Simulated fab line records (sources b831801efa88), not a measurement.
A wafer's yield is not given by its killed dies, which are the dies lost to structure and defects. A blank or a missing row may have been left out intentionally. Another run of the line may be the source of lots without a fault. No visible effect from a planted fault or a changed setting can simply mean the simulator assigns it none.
Matching of chambers :: flow gf180mcu :: GF_STI_ETCH_13 on rie diel-04: 4 sister chambers
The step etches the open film in CHF3/O2, stops on Si, target depth 282.31 nm, time 112.9 s. 14 wafers are shown with their chamber, then 6 later ones without.

## WAFERS, EACH WITH ITS CHAMBER
wafer: L938.1
chamber: 3
drypump motor current A (A): 5.9
throttle valve pct (%): 8.817
oes product au (a.u.): 0.833

wafer: L938.2
chamber: 2
drypump motor current A (A): 5.5
throttle valve pct (%): 8.807
oes product au (a.u.): 0.829

wafer: L938.6
chamber: 2
drypump motor current A (A): 5.5
throttle valve pct (%): 8.806
oes product au (a.u.): 0.830

wafer: L939.4
chamber: 2
drypump motor current A (A): 5.6
throttle valve pct (%): 8.818
oes product au (a.u.): 0.830

wafer: L939.5
chamber: 1
drypump motor current A (A): 5.5
throttle valve pct (%): 8.807
oes product au (a.u.): 0.833

wafer: L939.6
chamber: 0
drypump motor current A (A): 5.5
throttle valve pct (%): 8.809
oes product au (a.u.): 0.831

wafer: L942.2
chamber: 0
drypump motor current A (A): 5.5
throttle valve pct (%): 8.808
oes product au (a.u.): 0.837

wafer: L942.3
chamber: 2
drypump motor current A (A): 5.6
throttle valve pct (%): 8.820
oes product au (a.u.): 0.836

wafer: L942.4
chamber: 3
drypump motor current A (A): 5.8
throttle valve pct (%): 8.817
oes product au (a.u.): 0.834

wafer: L943.2
chamber: 1
drypump motor current A (A): 5.5
throttle valve pct (%): 8.809
oes product au (a.u.): 0.835

wafer: L943.3
chamber: 0
drypump motor current A (A): 5.5
throttle valve pct (%): 8.803
oes product au (a.u.): 0.833

wafer: L943.6
chamber: 0
drypump motor current A (A): 5.5
throttle valve pct (%): 8.807
oes product au (a.u.): 0.835

wafer: L945.3
chamber: 1
drypump motor current A (A): 5.5
throttle valve pct (%): 8.824
oes product au (a.u.): 0.839

wafer: L945.4
chamber: 0
drypump motor current A (A): 5.5
throttle valve pct (%): 8.807
oes product au (a.u.): 0.837

SIGNATURES (means of the wafers above)
reading: drypump motor current A
chamber 0: 5.500
chamber 1: 5.500
chamber 2: 5.550
chamber 3: 5.850
scatter within a chamber: 0.0387

reading: throttle valve pct
chamber 0: 8.80680
chamber 1: 8.81333
chamber 2: 8.81275
chamber 3: 8.81700
scatter within a chamber: 0.00593

reading: oes product au
chamber 0: 0.83460
chamber 1: 0.83567
chamber 2: 0.83125
chamber 3: 0.83350
scatter within a chamber: 0.00278
Rule: for each reading, subtract the chamber's mean from the wafer's reading, divide by that reading's scatter and square the result; add these up over the readings and take the root, which gives the wafer's distance from the chamber. The wafer belongs to the nearest chamber; if the next one is less than 2 further off, it can't be placed. How the scatter is found: for the shown wafers, subtract from each reading the mean of its chamber, square and add these, divide the total by (wafers less chambers), then take the root.

## WAFERS WHOSE CHAMBER IS MISSING
wafer: L945.6
drypump motor current A (A): 5.5
throttle valve pct (%): 8.825
oes product au (a.u.): 0.830

wafer: L949.2
drypump motor current A (A): 5.8
throttle valve pct (%): 8.793
oes product au (a.u.): 0.842

wafer: L949.5
drypump motor current A (A): 5.6
throttle valve pct (%): 8.794
oes product au (a.u.): 0.835

wafer: L954.1
drypump motor current A (A): 5.5
throttle valve pct (%): 8.825
oes product au (a.u.): 0.836

wafer: L954.3
drypump motor current A (A): 5.8
throttle valve pct (%): 8.813
oes product au (a.u.): 0.831

wafer: L954.5
drypump motor current A (A): 5.8
throttle valve pct (%): 8.808
oes product au (a.u.): 0.836

## WHICH CHAMBER EACH WENT THROUGH
wafer: L945.6
from the rows above: can't be placed: 2 or 1 or 0
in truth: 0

wafer: L949.2
from the rows above: 3
in truth: 3

wafer: L949.5
from the rows above: can't be placed: 0 or 2 or 1
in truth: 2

wafer: L954.1
from the rows above: can't be placed: 1 or 2 or 0
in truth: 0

wafer: L954.3
from the rows above: 3
in truth: 3

wafer: L954.5
from the rows above: 3
in truth: 3
3 of 6 placed correctly. Can't be placed from these rows: 3 (the true chamber is among the candidates in 3). Wrongly placed: 0.
